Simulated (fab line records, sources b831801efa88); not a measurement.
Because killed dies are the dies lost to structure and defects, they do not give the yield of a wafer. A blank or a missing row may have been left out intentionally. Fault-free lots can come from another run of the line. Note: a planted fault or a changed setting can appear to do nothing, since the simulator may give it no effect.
fab line records -- flow gf180mcu
record: lots: 15, wafers: 45, lastDay: 34
route steps=602 shown STI@2 MVSD@73 VT_IMPLANT@111
lots with no fault: from the same line, run without faults
startH: start of the lot's first displayed wafer, in hours after the record's first day -- waitH: hours since the lot's step before -- " same as the row above -- L1.1+2: one row covering several wafers at once -- - no value present, or no start provided -- * or withheld: withheld -- < > ~ a bound
route shown NAME@n: NAME is a module with steps in the file, n the number in the route of the first one -- usual: mean/standard deviation taken from wafers without a fault -- same: alike in all rows -- chamber/n: place in a boat -- sites: the reading at each site -- _std_site: standard deviation of those values -- _edge_site: mean of outer sites minus mean of inner sites -- radiusMm: how far each site lies from the wafer's centre -- mask NAME#n: copy n -- behind: the last tool/chamber to shape the wafer -- hold: what put the lot on hold/how long, in hours/how the hold closed -- device: the transistor (n, p or np) that didn't switch -- end of line: the route-end tests of the same wafers -- a step with no rows: only its recipe -- killed: dies lost to structure and defects at the first sort, not the wafer's yield -- map: dies across one wafer; x = killed, . = not, _ = none there
set.NAME: the setting that was run; set.NAME@STEP: the one run at that earlier step -- model.NAME: the simulator's own value behind a step, which no gauge read
a sample of lots followed through the steps of the route, with each step as a table and each wafer as a row
services: the hour from which a tool's chamber was out of use, counted from the record's first day as startH (under 0 if before that day), plus the number of hours and why
== steps ==
step: GF_STI_OXIDATION_01
recipe: tempC: 900, ambient: O2, stabiliseS: 600, purgeS: 300, targetThkA: 100, oxTimeS: 1418
usual: oxTempC: 900.0/0.43, oxTempCMax: 903.5/0.71, purgeS: 300/0, spikeTcUpperC: 900.0/1.5, stabiliseS: 600/0, zonePowerTopPct: 32.6/0.94
lot.wafer,tool,chamber,startH,waitH,oxTempC,oxTempCMax,purgeS,spikeTcUpperC,stabiliseS,zonePowerTopPct
L621.3,furnace-02,0,15.12,0.1,900.7,904.1,300,902.6,600,32.7
L621.4,furnace-02,0,15.12,0.1,900.2,904.3,300,900.9,600,33.5
L621.5,furnace-02,0,15.12,0.1,901.2,904.6,300,901.0,600,33.0
L622.2,furnace-02,0,20.81,0.8,900.0,903.7,300,901.7,600,33.0
L622.4,furnace-02,0,20.81,0.8,899.9,904.3,300,900.8,600,33.4
L622.5,furnace-02,0,20.81,0.8,899.9,903.7,300,901.7,600,33.0
L623.2,furnace-02,0,25.81,0.8,900.1,903.1,300,899.6,600,33.3
L623.3,furnace-02,0,25.81,0.8,900.1,904.0,300,899.7,600,32.8
L623.5,furnace-02,0,25.81,0.8,900.4,904.3,300,899.4,600,33.3
L624.3,furnace-02,0,30.26,0.2,900.2,903.1,300,900.3,600,33.3
L624.4,furnace-02,0,30.26,0.2,900.5,903.0,300,900.8,600,32.8
L624.5,furnace-02,0,30.26,0.2,900.4,903.2,300,900.3,600,33.4
L629.1,furnace-02,-,56.34,1.3,-,-,-,-,-,-
L629.3,furnace-02,-,56.34,1.3,-,-,-,-,-,-
L629.6,furnace-02,-,56.34,1.3,-,-,-,-,-,-
L630.1,furnace-02,-,60.43,0.4,-,-,-,-,-,-
L630.2,furnace-02,-,60.43,0.4,-,-,-,-,-,-
L630.3,furnace-02,-,60.43,0.4,-,-,-,-,-,-
L631.1,furnace-01,-,66.00,1.0,-,-,-,-,-,-
L631.2,furnace-01,-,66.00,1.0,-,-,-,-,-,-
L631.5,furnace-01,-,66.00,1.0,-,-,-,-,-,-
L632.2,furnace-02,0,70.12,0.1,900.0,904.4,300,901.1,600,33.5
L632.5,furnace-02,0,70.12,0.1,899.8,902.5,300,900.3,600,32.9
L632.6,furnace-02,0,70.12,0.1,899.0,902.4,300,900.3,600,33.4
L633.2,furnace-01,0,75.39,0.4,899.9,903.7,300,897.9,600,31.3
L633.4,furnace-01,0,75.39,0.4,900.1,904.6,300,899.1,600,31.5
L633.5,furnace-01,0,75.39,0.4,900.3,904.5,300,900.4,600,31.4
L634.2,furnace-02,0,80.74,0.7,899.4,902.7,300,899.7,600,32.9
L634.4,furnace-02,0,80.74,0.7,899.7,902.7,300,903.1,600,33.4
L634.5,furnace-02,0,80.74,0.7,899.9,903.7,300,900.5,600,33.2
L636.2,furnace-01,0,90.12,0.1,900.0,903.2,300,899.0,600,31.6
L636.3,furnace-01,0,90.12,0.1,900.3,904.7,300,900.0,600,32.0
L636.5,furnace-01,0,90.12,0.1,900.1,904.6,300,899.4,600,31.4
L637.1,furnace-02,0,95.19,0.2,899.4,901.9,300,900.8,600,33.3
L637.5,furnace-02,0,95.19,0.2,899.9,903.7,300,899.6,600,32.7
L637.6,furnace-02,0,95.19,0.2,899.3,902.5,300,900.1,600,33.0
L638.2,furnace-02,0,100.67,0.6,899.8,902.8,300,899.4,600,33.0
L638.4,furnace-02,0,100.67,0.6,899.3,902.3,300,901.1,600,33.4
L638.6,furnace-02,0,100.67,0.6,900.2,903.2,300,900.1,600,33.1
L640.1,furnace-01,0,110.12,0.1,899.4,903.6,300,898.0,600,31.3
L640.4,furnace-01,0,110.12,0.1,899.2,902.7,300,898.1,600,30.5
L640.5,furnace-01,0,110.12,0.1,898.7,903.3,300,898.2,600,31.3
L642.2,furnace-02,0,120.22,0.2,900.1,903.4,300,901.4,600,33.4
L642.4,furnace-02,0,120.22,0.2,900.0,903.0,300,900.4,600,33.2
L642.5,furnace-02,0,120.22,0.2,900.1,903.2,300,902.2,600,33.1
step: GF_MVSD_OVL_MEAS_07
usual: MVSD_OVL: 1.0/1.2
lot.wafer,tool,chamber,startH,waitH,MVSD_OVL[nm]
L621.3,overlay-02,-,92.00,-,0.7
L621.4,overlay-02,-,92.00,-,0.5
L621.5,overlay-02,-,92.00,-,-0.5
L622.2,overlay-02,-,97.43,-,-0.1
L622.4,overlay-02,-,97.43,-,-1.1
L622.5,overlay-02,-,97.43,-,-0.5
L623.2,overlay-02,-,102.34,-,1.2
L623.3,overlay-02,-,102.34,-,0.8
L623.5,overlay-02,-,102.34,-,1.7
L624.3,overlay-01,-,107.89,-,0.4
L624.4,overlay-01,-,107.89,-,-0.1
L624.5,overlay-01,-,107.89,-,0.4
L632.2,overlay-01,-,152.03,-,1.0
L632.5,overlay-01,-,152.03,-,-0.7
L632.6,overlay-01,-,152.03,-,-0.1
L633.2,overlay-01,-,158.83,-,1.9
L633.4,overlay-01,-,158.83,-,2.3
L633.5,overlay-01,-,158.83,-,1.8
L634.2,overlay-01,-,164.78,-,0.9
L634.4,overlay-01,-,164.78,-,0.7
L634.5,overlay-01,-,164.78,-,1.6
L636.2,overlay-01,-,175.99,-,1.2
L636.3,overlay-01,-,175.99,-,2.0
L636.5,overlay-01,-,175.99,-,1.5
L637.1,overlay-02,-,180.92,-,3.9
L637.5,overlay-02,-,180.92,-,0.9
L637.6,overlay-02,-,180.92,-,0.7
L638.2,overlay-01,-,189.24,-,0.6
L638.4,overlay-01,-,189.24,-,2.1
L638.6,overlay-01,-,189.24,-,1.5
L640.1,overlay-01,-,199.48,-,-0.7
L640.4,overlay-01,-,199.48,-,0.7
L640.5,overlay-01,-,199.48,-,-0.6
L642.2,overlay-01,-,211.14,-,-1.5
L642.4,overlay-01,-,211.14,-,1.9
L642.5,overlay-01,-,211.14,-,-0.5
step: GF_VT_IMPLANT_TW_MEAS_21
usual: VT_IMPLANT_2_TW: 1212/12
lot.wafer,tool,chamber,startH,waitH,VT_IMPLANT_2_TW
L621.3,filmMetro-03,-,137.52,0.1,1234
L621.4,filmMetro-03,-,137.52,0.1,1224
L621.5,filmMetro-03,-,137.52,0.1,1229
L622.2,filmMetro-04,-,142.71,0.1,1211
L622.4,filmMetro-04,-,142.71,0.1,1207
L622.5,filmMetro-04,-,142.71,0.1,1211
L623.2,filmMetro-03,-,148.17,0.1,1228
L623.3,filmMetro-03,-,148.17,0.1,1234
L623.5,filmMetro-03,-,148.17,0.1,1235
L624.3,filmMetro-04,-,155.43,0.1,1209
L624.4,filmMetro-04,-,155.43,0.1,1210
L624.5,filmMetro-04,-,155.43,0.1,1210
L632.2,filmMetro-03,-,203.22,0.1,1221
L632.5,filmMetro-03,-,203.22,0.1,1222
L632.6,filmMetro-03,-,203.22,0.1,1222
L633.2,filmMetro-04,-,211.17,0.1,1218
L633.4,filmMetro-04,-,211.17,0.1,1218
L633.5,filmMetro-04,-,211.17,0.1,1226
L634.2,filmMetro-02,-,218.07,0.1,1198
L634.4,filmMetro-02,-,218.07,0.1,1193
L634.5,filmMetro-02,-,218.07,0.1,1202
L636.2,filmMetro-02,-,230.36,0.1,1196
L636.3,filmMetro-02,-,230.36,0.1,1197
L636.5,filmMetro-02,-,230.36,0.1,1191
L637.1,filmMetro-02,-,235.26,0.1,1196
L637.5,filmMetro-02,-,235.26,0.1,1197
L637.6,filmMetro-02,-,235.26,0.1,1197
L638.2,filmMetro-02,-,243.67,0.1,1193
L638.4,filmMetro-02,-,243.67,0.1,1198
L638.6,filmMetro-02,-,243.67,0.1,1190
L640.1,filmMetro-03,-,255.81,0.1,1226
L640.4,filmMetro-03,-,255.81,0.1,1228
L640.5,filmMetro-03,-,255.81,0.1,1227
L642.2,filmMetro-02,-,268.46,0.1,1199
L642.4,filmMetro-02,-,268.46,0.1,1201
L642.5,filmMetro-02,-,268.46,0.1,1202
step: GF_VT_IMPLANT_STRIP_31
recipe: chemistry: O2/N2, powerW: 1400, pressureMtorr: 1500, platenTempC: 250, o2FlowSccm: 3000, n2FlowSccm: 300, overashFraction: 0.5
usual: drypumpMotorCurrentA: 5.9/0.44, heaterPowerW: 305/29, oesProductAu: 0.716/0.0049, stripTimeToEndpointS: 12.63/0.034
lot.wafer,tool,chamber,startH,waitH,drypumpMotorCurrentA,heaterPowerW,oesProductAu,rfHoursCounterH,stripTimeToEndpointS
L621.3,plasmaAsher-02,0,153.64,0.1,6.3,356,0.715,-,12.60
L621.4,plasmaAsher-02,1,153.64,0.1,6.6,286,0.720,-,12.62
L621.5,plasmaAsher-02,0,153.64,0.1,6.3,366,0.722,-,12.60
L622.2,plasmaAsher-02,0,158.66,0.1,6.3,354,0.716,37,12.65
L622.4,plasmaAsher-02,0,158.66,0.1,6.3,362,0.713,-,12.65
L622.5,plasmaAsher-02,0,158.66,0.1,6.3,361,0.717,-,12.66
L623.2,plasmaAsher-03,0,163.96,0.1,5.6,284,0.708,51,12.64
L623.3,plasmaAsher-03,1,163.96,0.1,5.7,304,0.717,-,12.62
L623.5,plasmaAsher-03,0,163.96,0.1,5.6,285,0.722,-,12.63
L624.3,plasmaAsher-04,0,171.94,0.1,5.4,310,0.717,-,12.67
L624.4,plasmaAsher-04,1,171.94,0.1,5.6,287,0.715,-,12.66
L624.5,plasmaAsher-04,0,171.94,0.1,5.5,328,0.728,-,12.67
L632.2,plasmaAsher-04,1,220.76,0.1,5.5,288,0.717,10,12.62
L632.5,plasmaAsher-04,0,220.76,0.1,5.5,317,0.712,-,12.58
L632.6,plasmaAsher-04,1,220.76,0.1,5.5,293,0.719,-,12.66
L633.2,plasmaAsher-04,0,229.66,0.1,5.5,315,0.723,11,12.74
L633.4,plasmaAsher-04,1,229.66,0.1,5.6,281,0.724,-,12.67
L633.5,plasmaAsher-04,0,229.66,0.1,5.5,317,0.726,-,12.71
L634.2,plasmaAsher-04,0,236.66,0.1,5.5,320,0.714,12,12.60
L634.4,plasmaAsher-04,0,236.66,0.1,5.5,315,0.728,-,12.59
L634.5,plasmaAsher-04,0,236.66,0.1,5.5,325,0.713,-,12.55
L636.2,plasmaAsher-04,1,249.06,0.1,5.6,283,0.710,13,12.60
L636.3,plasmaAsher-04,0,249.06,0.1,5.5,321,0.716,-,12.62
L636.5,plasmaAsher-04,1,249.06,0.1,5.6,284,0.714,-,12.66
L637.1,plasmaAsher-04,0,253.66,0.1,5.5,318,0.728,14,12.62
L637.5,plasmaAsher-04,1,253.66,0.1,5.6,285,0.723,-,12.62
L637.6,plasmaAsher-04,0,253.66,0.1,5.5,322,0.710,-,12.66
L638.2,plasmaAsher-04,1,262.91,0.1,5.6,281,0.717,15,12.62
L638.4,plasmaAsher-04,1,262.91,0.1,5.6,280,0.717,-,12.66
L638.6,plasmaAsher-04,1,262.91,0.1,5.6,285,0.717,-,12.66
L640.1,plasmaAsher-03,0,275.16,0.1,5.6,283,0.716,62,12.61
L640.4,plasmaAsher-03,0,275.16,0.1,5.6,275,0.710,-,12.59
L640.5,plasmaAsher-03,0,275.16,0.1,5.6,281,0.708,-,12.59
L642.2,plasmaAsher-02,1,288.56,0.1,6.6,283,0.716,52,12.61
L642.4,plasmaAsher-02,1,288.56,0.1,6.6,287,0.719,-,12.60
L642.5,plasmaAsher-02,1,288.56,0.1,6.6,280,0.725,-,12.60
== services ==
tool,chamber,startH,hours,kind
plasmaAsher-03,-,18.19,1.5,repair
plasmaAsher-04,-,27.58,1.3,repair
furnace-02,-,36.98,2.6,pm
plasmaAsher-03,-,42.35,0.8,repair
plasmaAsher-03,-,50.26,0.8,repair
furnace-01,-,53.94,4.1,pm
plasmaAsher-02,-,84.97,2.8,pm
furnace-01,-,96.48,3.7,pm
plasmaAsher-04,-,108.75,9.0,pm
plasmaAsher-04,0,108.75,9.0,ventCycle
plasmaAsher-04,1,108.75,9.0,ventCycle
plasmaAsher-02,-,114.58,1.0,repair
plasmaAsher-04,0,117.75,-,clean
plasmaAsher-04,1,117.75,-,clean
furnace-02,-,121.62,2.5,pm
furnace-02,-,222.54,3.8,repair
furnace-02,-,223.24,2.6,repair
furnace-01,-,227.33,3.5,pm
plasmaAsher-03,-,231.27,2.1,repair
plasmaAsher-03,-,253.11,10.0,pm
plasmaAsher-02,-,262.11,3.1,repair
== key ==
firstSign: step: GF_STI_OXIDATION_01, reading: toolRecord, direction: missing
effect none on later readings
metAt GF_STI_OXIDATION_01
struckLots L629,L630,L631
laterRowsLeftOut L629.1,L629.3,L629.6,L630.1,L630.2,L630.3,L631.1,L631.2,L631.5
sortLeftOut L629.1,L629.3,L629.6,L630.1,L630.2,L630.3,L631.1,L631.2,L631.5
testerLeftOut L629,L630,L631
notActingAt GF_MVSD_OVL_MEAS_07,GF_VT_IMPLANT_TW_MEAS_21,GF_VT_IMPLANT_STRIP_31
onsetBetween 30.26 56.34
fault: kind: skippedStepWhole, tool: furnace-01,furnace-02, chamber: -, onsetH: 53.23, steps: GF_STI_OXIDATION_01, scope: struckLotsOnly
testerLeftOut: of these lots the tester's yield and bins aren't shown, on N5 and GAA mostly nor the transistor test; their killed dies are dies lost to structure and defects alone, not to doping, threshold or leakage, so they don't give the yield
sortLeftOut: the simulated sort isn't trusted on such a fault, so these wafers' sort isn't shown, and their yield isn't known
laterRowsLeftOut: the simulator's readings of these wafers behind a module that went badly wrong aren't trusted and aren't shown, but for the sort
